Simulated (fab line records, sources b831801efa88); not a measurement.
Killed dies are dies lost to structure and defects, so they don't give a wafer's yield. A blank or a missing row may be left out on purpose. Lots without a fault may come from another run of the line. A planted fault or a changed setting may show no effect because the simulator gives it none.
Which tool did it? | flow gf180mcu | 11 lots, 33 wafers sampled, at 5 steps of a route of 602

WHAT THE GAUGES READ, wafer by wafer
GF_MVPSD_OVL_MEAS_07. Usual: MVPSD_OVL 0.8 nm, standard deviation 1.5.
lot  | measured     | on         | MVPSD_OVL (nm)    | flag
L878 | day 4 23:34  | overlay-01 | 0.7 2.6 1.0       |
L879 | day 5 09:22  | overlay-01 | 1.9 2.7 1.4       |
L880 | day 5 16:43  | overlay-01 | 3.0 0.9 -0.2      |
L881 | day 5 17:04  | overlay-02 | 0.5 1.5 1.4       |
L883 | day 6 10:41  | overlay-02 | 1.9 -0.1 0.4      |
L890 | day 7 20:49  | overlay-01 | 292.5 293.4 293.1 | OFF
L891 | day 8 06:25  | overlay-01 | 292.6 291.4 290.3 | OFF
L893 | day 8 16:52  | overlay-01 | 1.3 0.4 1.2       |
L895 | day 9 04:28  | overlay-02 | 2.1 0.4 1.8       |
L899 | day 10 02:43 | overlay-01 | 3.2 1.6 0.8       |
L900 | day 10 08:58 | overlay-02 | -1.3 -0.4 -0.3    |

GF_VT_IMPLANT_OVL_MEAS_29. Usual: VT_IMPLANT_02_OVL 0.5 nm, standard deviation 1.3.
lot  | measured     | on         | VT_IMPLANT_02_OVL (nm) | flag
L878 | day 6 19:40  | overlay-01 | 1.7 2.4 2.4            |
L879 | day 7 05:37  | overlay-02 | -1.0 -0.7 0.3          |
L880 | day 7 14:37  | overlay-02 | -1.2 0.3 -0.3          |
L881 | day 7 14:46  | overlay-01 | -2.5 0.1 -2.8          |
L883 | day 8 08:43  | overlay-01 | -1.3 0.0 -1.8          |
L890 | day 9 22:25  | overlay-01 | -0.4 0.3 0.3           |
L891 | day 10 08:43 | overlay-02 | -0.5 0.2 1.0           |
L893 | day 10 21:07 | overlay-02 | -0.4 -1.4 -0.3         |
L895 | day 11 09:34 | overlay-01 | 0.4 2.5 3.2            |
L899 | day 12 08:58 | overlay-01 | 2.1 1.2 1.1            |
L900 | day 12 15:52 | overlay-01 | -0.4 0.5 -1.4          |

GF_POLY_GATE_OVL_MEAS_11. Usual: POLY_GATE_OVL 2 nm, standard deviation 6.1.
lot  | measured     | on         | POLY_GATE_OVL (nm) | flag
L878 | day 9 06:56  | overlay-01 | 5 0 11             |
L879 | day 9 11:11  | overlay-02 | -6 16 8            |
L880 | day 9 19:11  | overlay-01 | 1 9 -2             |
L881 | day 9 22:32  | overlay-02 | -7 -2 8            |
L883 | day 10 19:44 | overlay-01 | -3 1 5             |
L890 | day 12 13:32 | overlay-01 | 4 14 0             |
L891 | day 13 04:29 | overlay-01 | -1 -9 -8           |
L893 | day 13 18:11 | overlay-02 | -4 6 -3            |
L895 | day 14 02:26 | overlay-01 | 10 -2 6            |
L899 | day 15 05:05 | overlay-01 | 11 -2 -1           |
L900 | day 15 13:08 | overlay-01 | 6 1 1              |

WHICH TOOL RAN EACH LOT (tool, then ch and the chambers of the sampled wafers, then the start)
lot  | GF_MVPSD_EXPOSE_04                  | GF_VT_IMPLANT_STRIP_42
L878 | iline_stepper-01 ch 0, day 4 17:06  | plasma_asher-04 ch 0,1, day 7 10:32
L879 | iline_stepper-01 ch 0, day 5 02:22  | plasma_asher-02 ch 0,1, day 7 20:50
L880 | iline_stepper-01 ch 0, day 5 09:53  | plasma_asher-04 ch 0,1, day 8 05:41
L881 | iline_stepper-02 ch 0, day 5 10:26  | plasma_asher-03 ch 0,1, day 8 06:35
L883 | iline_stepper-01 ch 0, day 6 03:50  | plasma_asher-04 ch 0,1, day 9 01:02
L890 | iline_stepper-01 ch 0, day 7 13:40  | plasma_asher-04 ch 0,1, day 10 16:02
L891 | iline_stepper-01 ch 0, day 7 22:34  | plasma_asher-04 ch 0,1, day 11 02:17
L893 | iline_stepper-02 ch 0, day 8 09:22  | plasma_asher-03 ch 0,1, day 11 15:38
L895 | iline_stepper-02 ch 0, day 8 20:37  | plasma_asher-02 ch 0,1, day 12 03:02
L899 | iline_stepper-02 ch 0, day 9 17:59  | plasma_asher-03 ch 0,1, day 13 04:56
L900 | iline_stepper-02 ch 0, day 10 01:22 | plasma_asher-04 ch 0,1, day 13 12:09
- GF_MVPSD_EXPOSE_04: exposes mask MVPSD, target cd 1000 nm.
- GF_VT_IMPLANT_STRIP_42: strips in O2/N2.

WHAT THE TOOLS THEMSELVES READ (means of the sampled wafers that have a number; where no wafer has one, the mark that the record gives instead)
GF_MVPSD_EXPOSE_04. Usual: reticle_temp_C 22.99 C, standard deviation 0.094.
lot  | tool             | reticle_temp_C (C) | flag
L878 | iline_stepper-01 | 23.02              |
L879 | iline_stepper-01 | 22.91              |
L880 | iline_stepper-01 | 22.99              |
L881 | iline_stepper-02 | 23.09              |
L883 | iline_stepper-01 | 22.98              |
L890 | iline_stepper-01 | 22.99              |
L891 | iline_stepper-01 | 22.77              |
L893 | iline_stepper-02 | 23.05              |
L895 | iline_stepper-02 | 23.08              |
L899 | iline_stepper-02 | 23.02              |
L900 | iline_stepper-02 | 22.99              |

GF_VT_IMPLANT_STRIP_42. Usual: drypump_motor_current_A 5.9 A, standard deviation 0.34; heater_power_w 339 W, standard deviation 29; o2_flow_sccm 3000 sccm, standard deviation 8.8; oes_product_au 0.716 a.u., standard deviation 0.0046; strip_time_to_endpoint_s 12.65 s, standard deviation 0.042.
lot  | tool            | drypump_motor_current_A (A) | heater_power_w (W) | o2_flow_sccm (sccm) | oes_product_au (a.u.) | strip_time_to_endpoint_s (s) | flag
L878 | plasma_asher-04 | 5.8                         | 332                | 2993                | 0.718                 | 12.63                        |
L879 | plasma_asher-02 | 5.9                         | 324                | 3010                | 0.719                 | 12.61                        |
L880 | plasma_asher-04 | 6.0                         | 364                | 2998                | 0.719                 | 12.66                        |
L881 | plasma_asher-03 | 6.0                         | 330                | 3007                | 0.716                 | 12.62                        |
L883 | plasma_asher-04 | 5.8                         | 339                | 3012                | 0.713                 | 12.65                        |
L890 | plasma_asher-04 | 6.0                         | 361                | 2997                | 0.712                 | 12.65                        |
L891 | plasma_asher-04 | 6.0                         | 360                | 2998                | 0.718                 | 12.67                        |
L893 | plasma_asher-03 | 6.2                         | 327                | 2998                | 0.712                 | 12.69                        |
L895 | plasma_asher-02 | 5.7                         | 333                | 3002                | 0.712                 | 12.68                        |
L899 | plasma_asher-03 | 6.0                         | 329                | 3010                | 0.714                 | 12.64                        |
L900 | plasma_asher-04 | 5.8                         | 340                | 2992                | 0.718                 | 12.66                        |

THE ANSWER, worked out from the rows above alone
Rule: a lot is off if the mean of its wafers that have a number lies more than 3 standard deviations from the usual mean. A lot without any number at a reading at which 4 lots or more have one is off too. The other lots that the step has rows for count as sound. The gauges are gone through in route order, then the tools' own readings, and for those a lot's mean is taken as printed above. The first step at which some lot is off is used, and at that step the reading that is off furthest; a lot without a number counts as furthest.
Off: L890, L891, at GF_MVPSD_OVL_MEAS_07 (MVPSD_OVL).
A tool fits if, at a process step before that reading, it ran every lot that is off, and no sound lot after the first of them. The gauges at GF_MVPSD_OVL_MEAS_07 are tried like those tools. One fits: iline_stepper-01 at GF_MVPSD_EXPOSE_04. Its last sound lot is L883 (day 6 03:50), its first lot that is off L890 (day 7 13:40): a fault that began between those two fits.

WHAT THE SIMULATOR HAD PUT IN
Scanner matching overlay: iline_stepper-01, from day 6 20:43 on, at GF_MVPSD_EXPOSE_04. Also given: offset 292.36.
Lots struck among those shown: L890, L891. The rule above found the same.
